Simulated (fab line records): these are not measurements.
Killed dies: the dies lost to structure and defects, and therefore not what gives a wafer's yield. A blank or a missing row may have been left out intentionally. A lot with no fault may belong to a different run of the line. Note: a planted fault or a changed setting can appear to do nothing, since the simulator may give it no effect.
2 desks looking at one fault / flow sky130 / only its own numbers are on each desk; what lay behind them is given at the end

## FROM THE METROLOGY DESK
Means of the sampled wafers that have a number, per lot and without regard to the tool the lot ran on: this is what the gauges read. A lot is out of limits, marked OUT, if its mean lies more than 4 standard deviations from the usual mean; the brackets give that distance.
Columns: A = CONTACT_HDPCVD_THK at SKY_CONTACT_THK_MEAS_03, usual 565 nm; B = cd-nm at SKY_VIA1_CD_MEAS_12, usual 149.7 nm
lot=L607; first seen here=day 32 00:18; A=561; B=149.2
lot=L608; first seen here=day 32 07:41; A=565; B=152.0
lot=L609; first seen here=day 32 17:01; A=563; B=148.4
lot=L611; first seen here=day 33 02:26; A=571; B=149.8
lot=L613; first seen here=day 33 17:16; A=561; B=148.9
lot=L615; first seen here=day 34 17:40; A=566; B=150.9
lot=L616; first seen here=day 34 22:29; A=564; B=150.8
lot=L617; first seen here=day 35 06:19; A=567; B=151.1
lot=L618; first seen here=day 35 16:46; A=569; B=125.8 (-13) OUT
lot=L620; first seen here=day 36 03:17; A=567; B=136.9 (-6.7) OUT
lot=L627; first seen here=day 38 01:31; A=562; B=149.3
Finding of this desk: L618, L620 out of limits; the first was L618 at day 39 02:46, on cd-nm at SKY_VIA1_CD_MEAS_12. L607, L608, L609, L611, L613, L615, L616, L617, L627: within limits.

## DESK OF THE TOOL OWNER: krf-scanner-01
The tool's own readings at SKY_VIA1_EXPOSE_09 (exposes mask VIM, target cd 150 nm): means of the sampled wafers that have a number, for each lot that ran on this tool. A lot is out of limits, marked OUT, if its mean lies more than 4 standard deviations from the usual mean; the brackets give that distance.
Columns: A = exposure-dose-mJ-cm2 at SKY_VIA1_EXPOSE_09, usual 37.90
lot=L608; first seen here=day 35 08:43; A=37.94
lot=L611; first seen here=day 36 01:23; A=37.88
lot=L615; first seen here=day 37 15:35; A=37.92
lot=L617; first seen here=day 38 03:26; A=37.90
lot=L618; first seen here=day 38 14:44; A=37.94
lot=L620; first seen here=day 39 01:07; A=37.88
This desk found nothing out of limits on any of the 6 lots.

## ALL TOGETHER
On L618, L620, the metrology desk was in a position to raise an alarm at day 39 02:46.
Nothing out of limits was seen by the tool owner's desk.
On record at the tool owner's desk: L618, L620, within its limits.
On krf-scanner-01, each named lot ran SKY_VIA1_EXPOSE_09.

## WHAT THE SIMULATOR PUT IN
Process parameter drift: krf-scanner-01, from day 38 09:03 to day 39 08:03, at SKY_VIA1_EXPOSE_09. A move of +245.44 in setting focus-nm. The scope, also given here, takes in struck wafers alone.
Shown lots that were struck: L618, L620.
Time in hours between the start of the fault and the first out-of-limits reading at each desk: metrology desk, 18.
